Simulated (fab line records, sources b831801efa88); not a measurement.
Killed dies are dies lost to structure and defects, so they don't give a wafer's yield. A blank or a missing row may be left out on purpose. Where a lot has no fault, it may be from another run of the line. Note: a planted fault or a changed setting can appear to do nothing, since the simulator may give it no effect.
A lot that was struck, set against a sound lot | flow sky130 | 18 out of 708 route steps
Sound: wafers L366.1, L366.2, L366.6. Wafers struck: L377.4, L377.5, L377.6. Last of all comes the cause.
For every step that has rows: the tool of each side, followed by ch and its chambers, followed by its first start. Under that, the readings that differ: sound wafers | struck wafers | difference of the means | sigmas: that difference in standard deviations of wafers without a fault.
alike: words and numbers the same on both sides, and readings whose means are apart by under 2 such deviations; not compared: readings that were withheld, readings missing a value for some wafer, numbers with overlapping values and no deviation given by the record, and bounds like >300 which may hide the same value.
The two part at a step that has a row with sigmas, a row that says differs or no value, or rows on one side only. When numbers do not overlap yet have no deviation, they are printed without sigmas and do not part them. A reading missing from all wafers of one side parts the sides only when that side holds two or more wafers.

first, 3 steps without rows for these wafers: SKY_POLY_CUT_EXPOSE_05 (exposes mask NPCM, target cd 270 nm); SKY_POLY_CUT_PEB_06; SKY_POLY_CUT_DEVELOP_07 (develop time 60 s).
SKY_POLY_CUT_CD_MEAS_08: the cd target is 270 nm.
  sound on cdSem-02, day 25 02:47; struck on cdSem-01, day 28 08:40
  alike: cdNm
SKY_POLY_CUT_OVL_MEAS_09:
  sound on overlay-01, day 25 02:55; struck on overlay-02, day 28 08:44
  alike: POLY_CUT_OVL
SKY_POLY_CUT_ETCH_10: etches BARC in N2/H2, stops on SiO2, time 45.9 s, target depth 60 nm.
  sound on rieDiel-03 ch 2,3, day 25 02:56; struck on rieDiel-01 ch 0,1,2, day 28 08:47
  alike: chamberPressureMTorr, drypumpMotorCurrentA, oesProductAu, throttleValvePct
  not compared: rfHoursCounterH
SKY_POLY_CUT_ETCH_11: etches Si3N4 in CF4/CH2F2/Ar, stops on poly-Si, time 42.5 s, target depth 60 nm.
  sound on rieDiel-03 ch 2,3, day 25 02:59; struck on rieDiel-01 ch 0,1,2, day 28 08:49
  alike: chamberPressureMTorr, drypumpMotorCurrentA, oesProductAu, throttleValvePct
  not compared: rfHoursCounterH
SKY_POLY_CUT_STRIP_12: strips in O2/N2.
  sound on plasmaAsher-04 ch 0,1, day 25 03:01; struck on plasmaAsher-01 ch 0,1, day 28 08:52
  alike: chamberPressureMTorr, drypumpMotorCurrentA, oesProductAu, stripTimeToEndpointS
  not compared: rfHoursCounterH
then, 4 steps without rows for these wafers: SKY_SD_P_DEHYDRATE_00 (time 60 s); SKY_SD_P_HMDS_01 (prime time 60 s); SKY_SD_P_COAT_02 (resist thk 1140 nm); SKY_SD_P_SOFTBAKE_03 (time 60 s).
SKY_SD_P_EXPOSE_04: exposes mask PSDM, target cd 380 nm.
  sound on ilineStepper-01 ch 0, day 25 17:47; struck on ilineStepper-01 ch 0, day 28 23:19
reading | sound                | struck                        | difference | sigmas
mask    | PSDM#0 PSDM#0 PSDM#0 | PSDM_R1#0 PSDM_R1#0 PSDM_R1#0 | differs    | 
then, 2 steps without rows for these wafers: SKY_SD_P_PEB_05; SKY_SD_P_DEVELOP_06 (develop time 60 s).
SKY_SD_P_CD_MEAS_07: the cd target is 380 nm.
  sound on cdSem-02, day 26 08:23; struck on cdSem-01, day 29 13:20
reading   | sound             | struck            | difference | sigmas
cdNm (nm) | 382.6 380.4 381.6 | 406.6 407.1 410.9 | +26.7      | +13
  not compared: hold
SKY_SD_P_OVL_MEAS_08:
  sound on overlay-01, day 26 08:30; struck on overlay-02, day 29 16:56
reading | sound | struck                                                                  | difference                   | sigmas
hold    | - - - | awaitDispo/3.5h/release awaitDispo/3.5h/release awaitDispo/3.5h/release | no value on the sound wafers | 
  alike: SD_P_OVL
-- a jump in the record: the struck wafers' starts before and after are 19 days apart (it breaks off in module SD_P and resumes in module PAD_OPEN, where the first step shown is number 708 of the route) --
SKY_PAD_OPEN_PROBE_99:
  sound on prober-02, day 46 11:12; struck on prober-01, day 48 18:10
  alike: killed_at_M0_to_M3, killed_at_M4_up, killedAtContacts, killedAtFrontEnd, killedAtOther, killedDies, killedOpen, killedShort

WHERE THEY PART
Last at SKY_SD_P_OVL_MEAS_08 as far as this record goes, first at SKY_SD_P_EXPOSE_04. Later steps at which nothing parts them and some readings are alike: SKY_PAD_OPEN_PROBE_99.

WHY: what had been put in by the simulator
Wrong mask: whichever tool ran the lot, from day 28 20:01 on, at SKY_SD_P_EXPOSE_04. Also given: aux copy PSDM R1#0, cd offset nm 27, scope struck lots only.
